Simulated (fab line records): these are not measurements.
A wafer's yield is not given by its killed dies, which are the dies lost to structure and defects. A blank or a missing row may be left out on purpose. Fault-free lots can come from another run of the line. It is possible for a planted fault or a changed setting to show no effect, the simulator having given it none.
8D (eight disciplines) problem report, filled in by code	flow sky130	the parts of the form that need people (team, actions taken, sign-off) are left out

== 1. PROBLEM STATEMENT ==
spinSpeedRpm at SKY_LDD_N_COAT_02 reads a mean of 2930.7 rpm on 6 wafers of 2 lots; wafers without a fault read 3000.2 rpm with a standard deviation of 2. That puts it -35 standard deviations away from the usual mean.
The step: resist thk 300 nm.
Earliest sighting: wafer L221.1 on lithoTrack-02 at day 21 20:50. Wafers with a number at this step in the record: 39, from 13 lots. By rule, "out" or "out of limits" means more than 4 standard deviations away from the usual mean. The other wafers with a number count as sound.

== 2. WHAT IT IS; WHAT IT IS NOT ==
question	is	is not
which readings at this step	spinSpeedRpm	-
which lots	L221, L222	L212, L214, L215, L216, L217, L219, L224, L228, L231, L232, L233
which wafers of those lots	all that have a number	-
read on which tools	lithoTrack-02	lithoTrack-01, lithoTrack-04
when	from day 21 20:50	up to then (18 sound wafers); but 15 sound wafers of L224, L228, L231, L232, L233 came after

== 3. SUSPECTS, AND WHAT RULES EACH OUT ==
Counting: a tool stays on the suspect list if, at a process step up to the reading, it processed all lots that are out and no sound lot following the first of them.
- lithoTrack-02 at SKY_LDD_N_COAT_02 (resist thk 300 nm): ruled out as a lasting fault. After its first lot that is out, L221 (day 21 20:50), sound lots L232, L233 ran on it.
Left after counting: nothing in the record.

== 4. THE CAUSE (what the simulator had put in) ==
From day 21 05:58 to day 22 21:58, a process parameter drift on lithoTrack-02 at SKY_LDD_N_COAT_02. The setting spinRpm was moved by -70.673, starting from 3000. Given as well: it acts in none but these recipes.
Counting ruled it out, wrongly.

== 5. THE CHAIN OF EFFECTS, in route order ==
Each row: a reading whose mean over the struck wafers that have a number lies more than 3 standard deviations from the usual. Only readings for which the record gives a usual standard deviation are gone through. hours: the time from each lot's start at the first step in this table that gives one to its start at this step, as a median over the lots. sigmas: the change in usual standard deviations.
hours	step	reading	usual	on struck wafers	change	sigmas
0	SKY_LDD_N_COAT_02	spinSpeedRpm	3000.2 rpm	2930.7	-69.5	-35
Process steps it contains:
- SKY_LDD_N_COAT_02: resist thk 300 nm.

== 6. WHAT WOULD HAVE CAUGHT IT SOONER ==
In this record no reading fell out of limits until day 21 20:50, 15 hours after the fault had begun at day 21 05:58.
